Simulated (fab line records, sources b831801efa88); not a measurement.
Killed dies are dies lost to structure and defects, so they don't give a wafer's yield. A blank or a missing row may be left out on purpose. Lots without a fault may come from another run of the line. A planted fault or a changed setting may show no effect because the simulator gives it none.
One fault seen from 2 desks | flow gf180mcu | each desk has only its own numbers; what lay behind them comes last

THE TOOL OWNER'S DESK: plasma_asher-04
The tool's own readings at GF_V5_STRIP_18 (strips in O2/N2): means of the sampled wafers that have a number, for each lot that ran on this tool. A lot is out of limits, marked OUT, if its mean lies more than 4 standard deviations from the usual mean; the brackets give that distance.
Columns: A = drypump_motor_current_A at GF_V5_STRIP_18, usual 5.79 A; B = heater_power_w at GF_V5_STRIP_18, usual 307 W; C = oes_product_au at GF_V5_STRIP_18, usual 0.569 a.u.
lot  | first seen here | A    | B   | C
L492 | day 27 05:19    | 5.63 | 307 | 0.565
L498 | day 29 06:11    | 5.52 | 305 | 0.568
L499 | day 29 16:37    | 5.62 | 312 | 0.565
L500 | day 29 18:50    | 5.65 | 311 | 0.574
L504 | day 30 21:40    | 5.63 | 307 | 0.575
L508 | day 31 23:05    | 5.64 | 308 | 0.568
L510 | day 32 08:52    | 5.64 | 312 | 0.566
This desk's finding: nothing out of limits on any of the 7 lots.

THE METROLOGY DESK
What the gauges read, lot by lot, whatever tool the lot ran on: means of the sampled wafers that have a number. A lot is out of limits, marked OUT, if its mean lies more than 4 standard deviations from the usual mean; the brackets give that distance.
Columns: A = PASSIVATION_CVD_02_THK at GF_PASSIVATION_THK_MEAS_03, usual 701 nm
lot  | first seen here | A
L492 | day 28 03:42    | 692
L495 | day 29 04:23    | 706
L496 | day 29 17:40    | 698
L498 | day 30 03:23    | 709
L499 | day 30 14:23    | 706
L500 | day 30 16:40    | 696
L502 | day 31 02:34    | 700
L503 | day 31 13:02    | 707
L504 | day 31 17:32    | 697
L507 | day 32 14:27    | 694
L508 | day 32 18:45    | 703
L510 | day 33 03:25    | 698
L513 | day 33 22:36    | 709
This desk's finding: nothing out of limits on any of the 13 lots.

PUT TOGETHER
The tool owner's desk saw nothing out of limits.
The metrology desk saw nothing out of limits.

WHAT THE SIMULATOR HAD PUT IN
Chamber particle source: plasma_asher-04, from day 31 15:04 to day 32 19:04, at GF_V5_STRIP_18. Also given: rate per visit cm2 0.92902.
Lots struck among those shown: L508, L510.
